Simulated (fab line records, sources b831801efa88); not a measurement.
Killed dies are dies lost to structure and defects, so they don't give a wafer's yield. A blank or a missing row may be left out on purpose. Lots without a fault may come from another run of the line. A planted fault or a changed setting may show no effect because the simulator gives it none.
fab line records | flow gf180mcu
record lots=24 wafers=72 last_day=34
route steps=602 shown CONTACT@304 M1@331 M3@409 V3@434 V4@491
lots that met no fault: from a run of the same line without faults
start_h: hours from the record's first day to the start of the lot's first wafer shown | wait_h: hours since the lot's step before | " the same as in the row above | L1.1+2: a row that stands for several wafers | - no value, or no start given | * or withheld: withheld | < > ~ a bound
route shown NAME@n: a module of which the file shows steps, and the number in the route of the first | usual: mean/standard deviation of fault-free wafers | same: alike in all rows | chamber/n: place in a boat | sites: the reading at each site | _std_site: their standard deviation | _edge_site: outer sites' mean less inner sites' | radius_mm: how far each site lies from the wafer's centre | mask NAME#n: copy n | behind: the tool/chamber that last shaped the wafer | hold: why the lot was held/for how many hours/how that ended | device: the transistor (n, p or np) that didn't switch | end of line: the same wafers' tests at the end of the route | a step without rows: its recipe alone | killed: dies lost to structure and defects at the first sort, not the wafer's yield | map: a wafer's dies, x killed, . not, _ none there
set.NAME: the setting as run; set.NAME@STEP: as run at that earlier step | model.NAME: the simulator's own value behind a step, which no gauge read
steps of the route over a sample of lots; a table a step, a row a wafer
services: from which hour (start_h, from the record's first day; less than 0 if before it) a tool's chamber was out of use, for how many hours, and why
## steps
# step GF_CONTACT_ETCH_17
# recipe chemistry=C4F8/O2/Ar mask_material=KrF target=SiO2 stop_on=CoSi2 source_w=1500 bias_w=1200 pressure_mtorr=40 c4f8_flow_sccm=withheld O2_flow_sccm=6 Ar_flow_sccm=300 time_s=withheld target_depth_a=8600
# usual chamber_pressure_mTorr=40.00/0.039 oes_product_au=0.814/0.0049 rf_fwd_power_W=1495/4.7
# columns lot.wafer tool chamber start_h wait_h chamber_pressure_mTorr oes_product_au rf_fwd_power_W
L074.1 rie_diel-01 1 - - 40.01 0.808 1499
L074.5 " 1 " " 40.04 0.820 1491
L074.6 " 2 " " 39.97 0.818 1494
L075.2 rie_diel-04 0 - - 40.05 0.814 1507
L075.5 " 3 " " 39.97 0.821 1496
L075.6 " 0 " " 40.02 0.817 1503
L076.1 rie_diel-01 3 - - 40.03 0.814 1494
L076.2 " 2 " " 40.09 0.811 1489
L076.5 " 0 " " 40.04 0.813 1492
L077.1 rie_diel-04 1 - - 39.97 0.824 1498
L077.2 " 0 " " 40.00 0.815 1492
L077.3 " 3 " " 39.96 0.812 1490
L078.1 rie_diel-02 2 - - 40.01 0.810 1496
L078.4 " 2 " " 40.05 0.810 1492
L078.5 " 3 " " 40.04 0.813 1497
L079.1 rie_diel-01 1 - - 39.94 0.812 1491
L079.4 " 3 " " 39.90 0.811 1499
L079.6 " 1 " " 40.00 0.815 1491
L080.3 rie_diel-01 3 - - 39.95 0.809 1497
L080.4 " 2 " " 40.03 0.822 1501
L080.6 " 1 " " 40.02 0.814 1486
L081.2 rie_diel-04 2 - - 40.03 0.817 1493
L081.3 " 1 " " 39.96 0.813 1492
L081.5 " 1 " " 40.04 0.819 1488
L082.1 rie_diel-02 3 - - 40.03 0.818 1494
L082.4 " 2 " " 39.96 0.810 1497
L082.6 " 3 " " 40.04 0.810 1497
L083.1 rie_diel-04 2 - - 40.04 0.812 1500
L083.2 " 1 " " 40.07 0.809 1495
L083.3 " 3 " " 39.92 0.811 1495
L084.1 rie_diel-02 1 - - 39.96 0.814 1493
L084.3 " 3 " " 40.05 0.817 1493
L084.5 " 2 " " 40.00 0.812 1492
L085.1 rie_diel-01 3 - - 39.98 0.807 1498
L085.3 " 0 " " 39.99 0.810 1495
L085.5 " 2 " " 40.02 0.812 1488
L086.1 rie_diel-04 0 - - 39.99 0.813 1494
L086.5 " 2 " " 39.97 0.817 1497
L086.6 " 1 " " 40.00 0.812 1496
L087.1 rie_diel-02 0 - - 40.03 0.807 1490
L087.4 " 1 " " 40.08 0.816 1489
L087.5 " 3 " " 40.06 0.807 1494
L088.2 rie_diel-04 2 - - 39.96 0.813 1498
L088.4 " 2 " " 40.06 0.819 1498
L088.5 " 1 " " 39.95 0.813 1494
L089.1 rie_diel-02 1 - - 40.00 0.810 1489
L089.3 " 3 " " 40.03 0.822 1496
L089.5 " 0 " " 40.04 0.804 1483
L090.3 rie_diel-02 0 - - 40.06 0.823 1491
L090.5 " 3 " " 40.03 0.804 1493
L090.6 " 0 " " 39.99 0.809 1499
L091.3 rie_diel-02 2 - - 40.04 0.817 1492
L091.5 " 1 " " 39.98 0.817 1495
L091.6 " 0 " " 40.02 0.814 1486
L092.1 rie_diel-04 1 - - 39.99 0.813 1486
L092.2 " 0 " " 39.99 0.825 1489
L092.4 " 3 " " 39.93 0.818 1493
L093.1 rie_diel-01 1 - - 40.05 0.819 1492
L093.4 " 1 " " 40.03 0.816 1489
L093.5 " 2 " " 39.98 0.826 1497
L094.1 rie_diel-04 0 - - 40.07 0.811 1498
L094.2 " 2 " " 39.99 0.809 1500
L094.6 " 3 " " 40.03 0.809 1487
L095.1 rie_diel-04 1 - - 39.99 0.808 1495
L095.3 " 3 " " 40.01 0.819 1495
L095.6 " 1 " " 39.97 0.816 1490
L096.1 rie_diel-02 1 - - 40.08 0.824 1497
L096.4 " 3 " " 39.99 0.823 1490
L096.5 " 2 " " 39.96 0.813 1491
L097.1 rie_diel-01 3 - - 39.95 0.818 1490
L097.3 " 0 " " 40.04 0.814 1496
L097.5 " 3 " " 40.02 0.820 1503
# step GF_CONTACT_SPUTTER_22
# recipe material=Ti target_thk_nm=15 chamber_pressure_pa=5 power_w=2500 substrate_temp_c=200 time_s=80.02
# usual throttle_valve_pct=30.0/1.1
# columns lot.wafer tool chamber start_h wait_h throttle_valve_pct
L074.1 pvd_sputter-04 - 357.66 0.0 28.6
L074.5 " - " " 28.8
L074.6 " - " " 28.6
L075.2 pvd_sputter-03 - 373.11 0.0 32.1
L075.5 " - " " 30.1
L075.6 " - " " 29.2
L076.1 pvd_sputter-03 - 381.72 0.0 31.9
L076.2 " - " " 29.9
L076.5 " - " " 29.7
L077.1 pvd_sputter-02 - 385.41 0.0 30.9
L077.2 " - " " 31.9
L077.3 " - " " 29.3
L078.1 pvd_sputter-04 - 395.81 0.0 28.4
L078.4 " - " " 28.4
L078.5 " - " " 30.4
L079.1 pvd_sputter-03 - 401.27 0.0 29.2
L079.4 " - " " 31.8
L079.6 " - " " 29.2
L080.3 pvd_sputter-03 - 416.72 0.0 29.8
L080.4 " - " " 29.5
L080.6 " - " " 29.9
L081.2 pvd_sputter-02 - 424.42 0.0 29.1
L081.3 " - " " 29.9
L081.5 " - " " 30.0
L082.1 pvd_sputter-04 - 433.43 0.0 29.1
L082.4 " - " " 28.4
L082.6 " - " " 28.7
L083.1 pvd_sputter-04 - 440.67 0.0 30.6
L083.2 " - " " 28.6
L083.3 " - " " 28.7
L084.1 pvd_sputter-03 - 453.23 0.0 32.1
L084.3 " - " " 29.9
L084.5 " - " " 32.0
L085.1 pvd_sputter-02 - 457.92 0.0 29.2
L085.3 " - " " 30.1
L085.5 " - " " 30.8
L086.1 pvd_sputter-02 - 476.75 0.0 30.7
L086.5 " - " " 29.3
L086.6 " - " " 30.8
L087.1 pvd_sputter-03 - 488.35 0.0 30.1
L087.4 " - " " 29.1
L087.5 " - " " 31.9
L088.2 pvd_sputter-02 - 491.66 0.0 30.2
L088.4 " - " " 31.5
L088.5 " - " " 31.7
L089.1 pvd_sputter-02 - 497.26 0.0 30.6
L089.3 " - " " 32.0
L089.5 " - " " 30.8
L090.3 pvd_sputter-03 - 504.05 0.0 29.3
L090.5 " - " " 30.0
L090.6 " - " " 32.2
L091.3 pvd_sputter-03 - 516.00 0.0 29.6
L091.5 " - " " 29.6
L091.6 " - " " 29.2
L092.1 pvd_sputter-04 - 524.19 0.0 28.5
L092.2 " - " " 28.7
L092.4 " - " " 28.6
L093.1 pvd_sputter-02 - 531.09 0.0 31.8
L093.4 " - " " 30.9
L093.5 " - " " 31.1
L094.1 pvd_sputter-03 - 535.16 0.0 29.8
L094.2 " - " " 29.2
L094.6 " - " " 29.6
L095.1 pvd_sputter-04 - 546.55 0.0 30.2
L095.3 " - " " 28.8
L095.6 " - " " 30.6
L096.1 pvd_sputter-02 - 554.72 0.0 30.7
L096.4 " - " " 31.8
L096.5 " - " " 30.0
L097.1 pvd_sputter-03 - 561.31 0.0 31.7
L097.3 " - " " 30.1
L097.5 " - " " 29.3
# step GF_M1_METAL_ETCH_16
# recipe chemistry=Cl2/BCl3 mask_material=KrF target_depth_nm=627.5 stop_on=SiO2 pressure_mtorr=8 icp_w=800 bias_w=140 Cl2_flow_sccm=80 bcl3_flow_sccm=40 time_s=104.6
# usual chamber_pressure_mTorr=8.001/0.0072 drypump_motor_current_A=5.9/0.38 oes_product_au=0.974/0.0059 rf_fwd_power_W=796.1/2.5 throttle_valve_pct=28.248/0.011
# columns lot.wafer tool chamber start_h wait_h chamber_pressure_mTorr drypump_motor_current_A oes_product_au rf_fwd_power_W rf_hours_counter_h throttle_valve_pct
L074.1 rie_metal-02 0 380.65 0.0 8.007 6.5 0.960 794.7 8 28.260
L074.5 " 1 " " 7.979 5.5 0.979 797.8 - 28.260
L074.6 " 0 " " 8.003 6.5 0.971 798.4 - 28.276
L075.2 rie_metal-04 1 396.95 0.0 7.998 6.0 0.960 799.5 7 28.235
L075.5 " 1 " " 7.992 6.0 0.971 803.5 - 28.253
L075.6 " 0 " " 8.001 6.4 0.971 796.9 - 28.242
L076.1 rie_metal-04 0 406.12 0.0 8.006 6.4 0.960 791.5 10 28.268
L076.2 " 1 " " 8.016 6.0 0.967 796.2 8 28.259
L076.5 " 1 " " 8.003 6.0 0.974 796.6 - 28.256
L077.1 rie_metal-03 0 409.40 0.0 7.994 5.4 0.974 792.0 7 28.233
L077.2 " 1 " " 8.002 5.9 0.972 790.0 10 28.249
L077.3 " 1 " " 7.995 5.9 0.979 796.1 - 28.238
L078.1 rie_metal-03 1 420.10 0.0 7.998 5.9 0.981 798.0 11 28.240
L078.4 " 0 " " 8.009 5.4 0.974 803.2 - 28.236
L078.5 " 1 " " 7.995 5.9 0.979 799.5 - 28.233
L079.1 rie_metal-02 1 426.05 0.0 7.998 5.5 0.978 797.3 3 28.227
L079.4 " 1 " " 7.996 5.5 0.971 797.3 - 28.260
L079.6 " 0 " " 8.013 6.4 0.963 793.6 - 28.253
L080.3 rie_metal-03 0 442.14 0.1 8.000 5.4 0.975 801.2 - 28.254
L080.4 " 0 " " 8.000 5.4 0.979 799.0 - 28.236
L080.6 " 0 " " 8.006 5.4 0.970 799.3 - 28.252
L081.2 rie_metal-04 0 449.50 0.0 7.994 6.4 0.972 793.7 11 28.248
L081.3 " 1 " " 7.991 6.0 0.975 795.9 - 28.243
L081.5 " 0 " " 7.998 6.4 0.974 796.2 - 28.253
L082.1 rie_metal-04 0 458.95 0.0 7.999 6.4 0.972 793.4 11 28.232
L082.4 " 0 " " 8.000 6.4 0.966 792.7 - 28.255
L082.6 " 1 " " 7.998 6.0 0.971 796.0 - 28.256
L083.1 rie_metal-03 1 465.31 0.0 7.997 5.9 0.976 796.2 0 28.250
L083.2 " 0 " " 7.988 5.4 0.972 797.1 8 28.280
L083.3 " 0 " " 8.003 5.4 0.964 797.7 - 28.265
L084.1 rie_metal-04 0 478.70 0.0 8.007 6.4 0.969 794.6 12 28.246
L084.3 " 0 " " 7.999 6.4 0.966 794.2 - 28.262
L084.5 " 1 " " 8.008 6.0 0.978 799.5 - 28.252
L085.1 rie_metal-04 1 483.20 0.0 7.992 6.0 0.987 801.8 9 28.237
L085.3 " 1 " " 8.009 6.1 0.986 798.8 - 28.238
L085.5 " 0 " " 8.013 6.4 0.972 791.9 - 28.267
L086.1 rie_metal-03 0 502.05 0.0 7.990 5.5 0.971 794.5 9 28.236
L086.5 " 0 " " 8.001 5.4 0.975 796.5 - 28.248
L086.6 " 1 " " 8.001 5.9 0.968 796.4 - 28.246
L087.1 rie_metal-04 1 512.85 0.0 8.007 6.1 0.974 794.2 10 28.232
L087.4 " 0 " " 8.008 6.4 0.982 792.9 - 28.249
L087.5 " 0 " " 7.999 6.4 0.968 794.7 - 28.258
L088.2 rie_metal-02 0 515.20 0.0 7.987 6.4 0.977 794.4 11 28.239
L088.4 " 0 " " 7.992 6.4 0.974 792.8 - 28.244
L088.5 " 1 " " 7.990 5.5 0.977 796.6 - 28.257
L089.1 rie_metal-03 0 521.65 0.0 8.002 5.4 0.967 793.4 10 28.255
L089.3 " 1 " " 8.005 5.9 0.964 793.3 - 28.247
L089.5 " 1 " " 8.004 5.9 0.982 794.7 - 28.243
L090.3 rie_metal-03 1 529.19 0.1 8.008 5.9 0.981 793.4 - 28.239
L090.5 " 0 " " 7.997 5.4 0.978 797.9 - 28.246
L090.6 " 1 " " 8.000 5.9 0.983 795.2 - 28.240
L091.3 rie_metal-04 1 540.39 0.1 8.003 6.0 0.977 794.9 - 28.246
L091.5 " 1 " " 7.998 6.0 0.967 798.0 - 28.249
L091.6 " 0 " " 8.002 6.4 0.979 794.6 - 28.243
L092.1 rie_metal-02 0 548.30 0.0 8.010 6.4 0.979 792.9 12 28.249
L092.2 " 1 " " 7.994 5.5 0.979 796.7 6 28.259
L092.4 " 1 " " 7.998 5.5 0.976 796.3 - 28.240
L093.1 rie_metal-03 0 555.00 0.0 7.998 5.4 0.967 798.8 10 28.263
L093.4 " 1 " " 7.998 5.9 0.978 793.2 - 28.245
L093.5 " 0 " " 7.985 5.4 0.967 796.6 - 28.256
L094.1 rie_metal-03 1 558.30 0.0 7.997 5.9 0.981 794.1 2 28.251
L094.2 " 0 " " 7.995 5.4 0.974 796.0 10 28.261
L094.6 " 1 " " 7.999 5.9 0.975 797.6 - 28.241
L095.1 rie_metal-04 0 569.55 0.0 7.998 6.4 0.961 796.2 1 28.242
L095.3 " 1 " " 8.005 6.1 0.973 799.3 - 28.236
L095.6 " 1 " " 8.000 6.0 0.966 796.7 - 28.260
L096.1 rie_metal-03 1 577.90 0.0 7.991 5.9 0.979 794.8 3 28.243
L096.4 " 0 " " 8.005 5.4 0.969 797.6 - 28.259
L096.5 " 0 " " 8.005 5.4 0.967 796.5 - 28.263
L097.1 rie_metal-04 0 584.05 0.0 8.007 6.4 0.983 790.4 2 28.253
L097.3 " 0 " " 8.003 6.4 0.976 793.3 - 28.241
L097.5 " 0 " " 8.007 6.4 0.976 794.1 - 28.243
# step GF_M3_SPUTTER_00
# recipe material=Ti target_thk_nm=37.5 arriving_ion_energy_ev=80 substrate_temp_c=200 chamber_pressure_pa=2 power_w=4000 time_s=150
# usual throttle_valve_pct=30.0/0.96
# columns lot.wafer tool chamber start_h wait_h throttle_valve_pct
L074.1 pvd_sputter-01 - 459.01 0.2 30.3
L074.5 " - " " 31.5
L074.6 " - " " 30.1
L075.2 pvd_sputter-02 - 473.70 0.1 29.4
L075.5 " - " " 30.9
L075.6 " - " " 29.2
L076.1 pvd_sputter-01 - 484.21 0.1 30.1
L076.2 " - " " 31.6
L076.5 " - " " 29.8
L077.1 pvd_sputter-04 - 487.95 0.1 28.9
L077.2 " - " " 28.4
L077.3 " - " " 29.0
L078.1 pvd_sputter-01 - 497.29 0.2 29.4
L078.4 " - " " 31.5
L078.5 " - " " 29.7
L079.1 pvd_sputter-04 - 504.56 0.2 28.8
L079.4 " - " " 30.4
L079.6 " - " " 29.0
L080.3 pvd_sputter-02 - 521.75 0.1 30.1
L080.4 " - " " 29.1
L080.6 " - " " 29.3
L081.2 pvd_sputter-04 - 526.69 0.2 28.4
L081.3 " - " " 28.7
L081.5 " - " " 28.8
L082.1 pvd_sputter-02 - 535.44 0.1 30.7
L082.4 " - " " 29.9
L082.6 " - " " 29.5
L083.1 pvd_sputter-01 - 539.91 0.1 30.0
L083.2 " - " " 30.2
L083.3 " - " " 31.3
L084.1 pvd_sputter-01 - 554.85 0.2 29.8
L084.3 " - " " 30.1
L084.5 " - " " 29.8
L085.1 pvd_sputter-01 - 557.37 0.2 31.4
L085.3 " - " " 30.2
L085.5 " - " " 30.3
L086.1 pvd_sputter-01 - 576.01 0.1 30.3
L086.5 " - " " 30.1
L086.6 " - " " 30.3
L087.1 pvd_sputter-01 - 586.01 0.2 29.5
L087.4 " - " " 31.7
L087.5 " - " " 31.7
L088.2 pvd_sputter-02 - 589.34 0.1 29.9
L088.4 " - " " 29.3
L088.5 " - " " 29.4
L089.1 pvd_sputter-02 - 594.26 0.1 30.4
L089.3 " - " " 31.8
L089.5 " - " " 31.1
L090.3 pvd_sputter-02 - 600.86 0.1 31.6
L090.5 " - " " 31.8
L090.6 " - " " 30.2
L091.3 pvd_sputter-01 - 610.94 0.2 31.7
L091.5 " - " " 29.8
L091.6 " - " " 30.4
L092.1 pvd_sputter-04 - 618.26 0.1 28.7
L092.2 " - " " 28.4
L092.4 " - " " 30.2
L093.1 pvd_sputter-04 - 624.91 0.2 29.0
L093.4 " - " " 28.8
L093.5 " - " " 28.7
L094.1 pvd_sputter-04 - 628.92 0.2 28.7
L094.2 " - " " 28.8
L094.6 " - " " 28.9
L095.1 pvd_sputter-04 - 638.54 0.1 30.2
L095.3 " - " " 28.9
L095.6 " - " " 30.7
L096.1 pvd_sputter-01 - 645.61 0.1 29.6
L096.4 " - " " 29.8
L096.5 " - " " 29.9
L097.1 pvd_sputter-01 - 651.70 0.1 29.4
L097.3 " - " " 30.1
L097.5 " - " " 29.3
# step GF_V3_BOW_MEAS_05
# recipe mode=bow
# usual V3_BOW=113/8.4
# columns lot.wafer tool chamber start_h wait_h V3_BOW[um]
L074.1 film_metro-01 - 484.51 0.1 109
L074.5 " - " " 97
L074.6 " - " " 96
L075.2 film_metro-01 - 499.73 0.3 123
L075.5 " - " " 116
L075.6 " - " " 117
L076.1 film_metro-02 - 509.35 0.1 106
L076.2 " - " " 109
L076.5 " - " " 105
L077.1 film_metro-03 - 512.76 0.1 108
L077.2 " - " " 109
L077.3 " - " " 112
L078.1 film_metro-02 - 522.05 0.1 115
L078.4 " - " " 107
L078.5 " - " " 109
L079.1 film_metro-03 - 529.49 0.1 118
L079.4 " - " " 120
L079.6 " - " " 120
L080.3 film_metro-03 - 546.33 0.2 122
L080.4 " - " " 107
L080.6 " - " " 113
L081.2 film_metro-01 - 551.13 0.2 105
L081.3 " - " " 94
L081.5 " - " " 103
L082.1 film_metro-03 - 559.21 0.2 107
L082.4 " - " " 104
L082.6 " - " " 104
L083.1 film_metro-03 - 563.25 0.1 124
L083.2 " - " " 121
L083.3 " - " " 106
L084.1 film_metro-03 - 578.79 0.2 116
L084.3 " - " " 122
L084.5 " - " " 114
L085.1 film_metro-03 - 581.03 0.1 116
L085.3 " - " " 118
L085.5 " - " " 129
L086.1 film_metro-03 - 599.48 0.2 124
L086.5 " - " " 106
L086.6 " - " " 112
L087.1 film_metro-03 - 608.86 0.2 122
L087.4 " - " " 132
L087.5 " - " " 119
L088.2 film_metro-02 - 612.23 0.2 109
L088.4 " - " " 111
L088.5 " - " " 109
L089.1 film_metro-03 - 616.91 0.2 129
L089.3 " - " " 129
L089.5 " - " " 114
L090.3 film_metro-01 - 623.33 0.1 111
L090.5 " - " " 123
L090.6 " - " " 112
L091.3 film_metro-03 - 632.55 0.2 127
L091.5 " - " " 121
L091.6 " - " " 102
L092.1 film_metro-01 - 640.28 0.2 110
L092.2 " - " " 101
L092.4 " - " " 120
L093.1 film_metro-01 - 646.79 0.2 111
L093.4 " - " " 109
L093.5 " - " " 114
L094.1 film_metro-01 - 650.60 0.1 121
L094.2 " - " " 123
L094.6 " - " " 124
L095.1 film_metro-03 - 659.80 0.1 116
L095.3 " - " " 110
L095.6 " - " " 111
L096.1 film_metro-03 - 666.21 0.2 118
L096.4 " - " " 129
L096.5 " - " " 115
L097.1 film_metro-01 - 672.36 0.2 109
L097.3 " - " " 109
L097.5 " - " " 124
# step GF_V4_OVL_MEAS_15
# usual V4_OVL=-2/3.8
# columns lot.wafer tool chamber start_h wait_h V4_OVL[nm]
L074.1 overlay-01 - 557.36 0.1 -6
L074.5 " - " " -4
L074.6 " - " " 0
L075.2 overlay-01 - 570.47 0.1 -3
L075.5 " - " " -2
L075.6 " - " " -6
L076.1 overlay-01 - 580.01 0.1 -2
L076.2 " - " " -2
L076.5 " - " " -4
L077.1 overlay-02 - 583.51 0.1 1
L077.2 " - " " -4
L077.3 " - " " -6
L078.1 overlay-02 - 591.35 0.1 -6
L078.4 " - " " 2
L078.5 " - " " -1
L079.1 overlay-02 - 598.67 0.1 -3
L079.4 " - " " -2
L079.6 " - " " -4
L080.3 overlay-02 - 613.06 0.1 -1
L080.4 " - " " -4
L080.6 " - " " -1
L081.2 overlay-02 - 618.51 0.1 -8
L081.3 " - " " -9
L081.5 " - " " -4
L082.1 overlay-01 - 625.65 0.1 0
L082.4 " - " " 6
L082.6 " - " " 9
L083.1 overlay-01 - 630.01 0.1 3
L083.2 " - " " 2
L083.3 " - " " -2
L084.1 overlay-02 - 643.71 0.1 -3
L084.3 " - " " -7
L084.5 " - " " -4
L085.1 overlay-01 - 646.51 0.1 -9
L085.3 " - " " -1
L085.5 " - " " -4
L086.1 overlay-02 - 663.30 0.1 4
L086.5 " - " " -5
L086.6 " - " " -8
L087.1 overlay-01 - 671.82 0.1 -2
L087.4 " - " " 0
L087.5 " - " " 3
L088.2 overlay-02 - 675.41 0.1 -1
L088.4 " - " " -4
L088.5 " - " " -3
L089.1 overlay-02 - 679.03 0.1 -10
L089.3 " - " " -6
L089.5 " - " " -4
L090.3 overlay-02 - 684.78 0.1 -3
L090.5 " - " " -3
L090.6 " - " " -2
L091.3 overlay-02 - 693.08 0.1 1
L091.5 " - " " -4
L091.6 " - " " 0
L092.1 overlay-01 - 700.66 0.1 -2
L092.2 " - " " -2
L092.4 " - " " 0
L093.1 overlay-02 - 706.96 0.1 -2
L093.4 " - " " -1
L093.5 " - " " 1
L094.1 overlay-02 - 710.96 0.1 -1
L094.2 " - " " 2
L094.6 " - " " -2
L095.1 overlay-02 - 719.31 0.1 -1
L095.3 " - " " -3
L095.6 " - " " -6
L096.1 overlay-02 - 725.11 0.1 -1
L096.4 " - " " -5
L096.5 " - " " 2
L097.1 overlay-01 - 731.26 0.1 3
L097.3 " - " " -1
L097.5 " - " " 7
## services
# columns tool chamber start_h hours kind
pvd_sputter-03 - 340.29 3.8 repair
rie_diel-04 - 361.30 0.7 repair
rie_metal-03 - 363.66 2.6 repair
rie_diel-02 3 377.70 7.8 repair
rie_diel-02 1 392.74 2.8 repair
rie_diel-04 - 425.42 14.6 pm
pvd_sputter-01 - 442.92 7.8 repair
rie_metal-04 0 447.20 2.0 repair
pvd_sputter-03 - 473.41 0.6 repair
rie_diel-04 - 473.70 2.1 repair
rie_metal-04 - 485.47 2.8 pm
rie_diel-04 - 488.37 1.2 repair
pvd_sputter-02 - 499.78 7.5 repair
pvd_sputter-01 - 505.20 2.9 repair
rie_diel-04 2 506.78 10.9 repair
rie_metal-04 - 520.11 15.6 pm
pvd_sputter-01 - 535.17 1.9 repair
rie_diel-04 0 537.85 13.1 repair
rie_metal-03 - 566.16 2.8 pm
rie_diel-04 1 589.23 11.7 repair
rie_diel-02 2 596.75 1.4 repair
pvd_sputter-02 - 619.51 12.8 repair
pvd_sputter-02 - 630.71 3.2 repair
rie_diel-04 2 640.61 1.8 repair
## key
fault none
